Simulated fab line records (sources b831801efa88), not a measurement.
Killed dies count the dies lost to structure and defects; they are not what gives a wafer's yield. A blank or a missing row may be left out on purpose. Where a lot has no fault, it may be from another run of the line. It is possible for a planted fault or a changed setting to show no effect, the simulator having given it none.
Which tool was responsible? || flow gf180mcu || Sampling: 12 lots, 36 wafers, 2 of 602 route steps

== WHAT THE GAUGES SHOWED, per wafer ==
GF_HV_LDD_OVL_MEAS_32.
{"lot": "L075", "measured": "day 11 19:53", "on": "overlay-01", "HV_LDD_02_OVL (nm)": "-1.3 0.3 -1.6"}
{"lot": "L077", "measured": "day 12 12:41", "on": "overlay-02", "HV_LDD_02_OVL (nm)": "-1.5 -0.2 -1.7"}
{"lot": "L079", "measured": "day 13 03:29", "on": "overlay-01", "HV_LDD_02_OVL (nm)": "-0.2 -0.4 1.2"}
{"lot": "L081", "measured": "day 13 15:43", "on": "overlay-02", "HV_LDD_02_OVL (nm)": "-0.9 -0.4 -0.4"}
{"lot": "L083", "measured": "day 14 12:43", "on": "overlay-02", "HV_LDD_02_OVL (nm)": "0.3 0.7 0.0"}
{"lot": "L085", "measured": "day 15 01:25", "on": "overlay-01", "HV_LDD_02_OVL (nm)": "-2.0 -0.9 0.0"}
{"lot": "L087", "measured": "day 16 02:58", "on": "overlay-01", "HV_LDD_02_OVL (nm)": "0.1 -0.9 -2.2"}
{"lot": "L089", "measured": "day 16 09:04", "on": "overlay-01", "HV_LDD_02_OVL (nm)": "0.6 -0.2 1.4"}
{"lot": "L091", "measured": "day 17 07:22", "on": "overlay-01", "HV_LDD_02_OVL (nm)": "-1.1 -0.6 -1.9"}
{"lot": "L093", "measured": "day 17 20:37", "on": "overlay-02", "HV_LDD_02_OVL (nm)": "-1.0 -1.9 -2.1"}
{"lot": "L095", "measured": "day 18 13:01", "on": "overlay-01", "HV_LDD_02_OVL (nm)": "-0.8 -1.1 0.4"}
{"lot": "L097", "measured": "day 19 01:44", "on": "overlay-01", "HV_LDD_02_OVL (nm)": "-2.9 -1.2 1.7"}

== EACH LOT AND THE TOOL THAT RAN IT (in order: tool; ch and the chambers of the sampled wafers; start) ==
{"lot": "L075", "GF_HV_LDD_STRIP_22": "plasmaAsher-01 ch 0,1, day 11 01:13"}
{"lot": "L077", "GF_HV_LDD_STRIP_22": "plasmaAsher-02 ch 0,1, day 11 16:55"}
{"lot": "L079", "GF_HV_LDD_STRIP_22": "plasmaAsher-02 ch 0,1, day 12 07:44"}
{"lot": "L081", "GF_HV_LDD_STRIP_22": "plasmaAsher-02 ch 0,1, day 12 19:57"}
{"lot": "L083", "GF_HV_LDD_STRIP_22": "plasmaAsher-01 ch 0,1, day 13 15:18"}
{"lot": "L085", "GF_HV_LDD_STRIP_22": "plasmaAsher-02 ch 0,1, day 14 04:12"}
{"lot": "L087", "GF_HV_LDD_STRIP_22": "plasmaAsher-02 ch 0,1, day 15 04:39"}
{"lot": "L089", "GF_HV_LDD_STRIP_22": "plasmaAsher-03 ch 0,1, day 15 11:30"}
{"lot": "L091", "GF_HV_LDD_STRIP_22": "plasmaAsher-02 ch 0,1, day 16 08:44"}
{"lot": "L093", "GF_HV_LDD_STRIP_22": "plasmaAsher-03 ch 0,1, day 16 22:11"}
{"lot": "L095", "GF_HV_LDD_STRIP_22": "plasmaAsher-02 ch 0,1, day 17 13:14"}
{"lot": "L097", "GF_HV_LDD_STRIP_22": "plasmaAsher-02 ch 0,1, day 18 01:47"}
- GF_HV_LDD_STRIP_22: strips in O2/N2.

== THE ANSWER, worked out from the rows above alone ==
Rule: the lots themselves supply what counts as usual. The widest of any qualifying gaps counts: lots, ordered by their means at a reading, are off when they make up no more than a third of the lots, leave a main group of 4 or more, and stand apart from it by 3 or more times the standard deviation of that group's means. If all means in a main group match to the digits the tables above print for the reading, that group is not used. Also off: a lot with no number at a reading for which 4 or more lots have one. All remaining lots with rows at the step are treated as sound.
No lot is off on any of the readings shown, so nothing can be concluded from this.

== WHAT WAS PUT IN BY THE SIMULATOR ==
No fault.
